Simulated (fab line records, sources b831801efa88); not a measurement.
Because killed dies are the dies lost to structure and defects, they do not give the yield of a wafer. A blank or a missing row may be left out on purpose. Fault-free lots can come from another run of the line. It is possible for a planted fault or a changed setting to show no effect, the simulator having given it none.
Chamber matching    flow sfqLine    cmp-02 running SFQ_TRILAYER_I6_CMP_CMP_166: 4 sister chambers
The step polishes SiO2. 4 wafers are shown with their chamber, then 7 later ones without.

WAFERS, EACH WITH ITS CHAMBER
wafer   chamber  motorCurrentA (A)
L817.5  3        11.4
L817.6  0        10.5
L818.1  1        9.5
L818.3  2        8.0

WAFERS WITHOUT THEIR CHAMBER
wafer   motorCurrentA (A)
L818.5  9.9
L819.2  10.8
L819.4  9.4
L819.6  8.2
L821.3  10.6
L821.2  7.7
L821.5  9.8

WHICH CHAMBER EACH WENT THROUGH
wafer   from the rows above      in truth
L818.5  can't be placed: 1 or 0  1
L819.2  can't be placed: 0 or 3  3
L819.4  1                        1
L819.6  2                        2
L821.3  0                        0
L821.2  2                        2
L821.5  can't be placed: 1 or 0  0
Correctly placed: 4 of 7. Not placeable from these rows: 3 (in 3, the candidates include the true chamber). Wrongly placed: 0.
How it was worked out, from the rows above alone: a wafer's distance from a chamber is the root of the sum, over the readings, of the square of ((its reading less the chamber's mean) divided by the reading's scatter). The wafer belongs to the nearest chamber; if the next one is less than 2 further off, it can't be placed. A chamber's mean is the mean of its shown wafers. The scatter: root of mean squared gap, hidden wafer to nearest shown wafer, with one shown wafer a chamber.
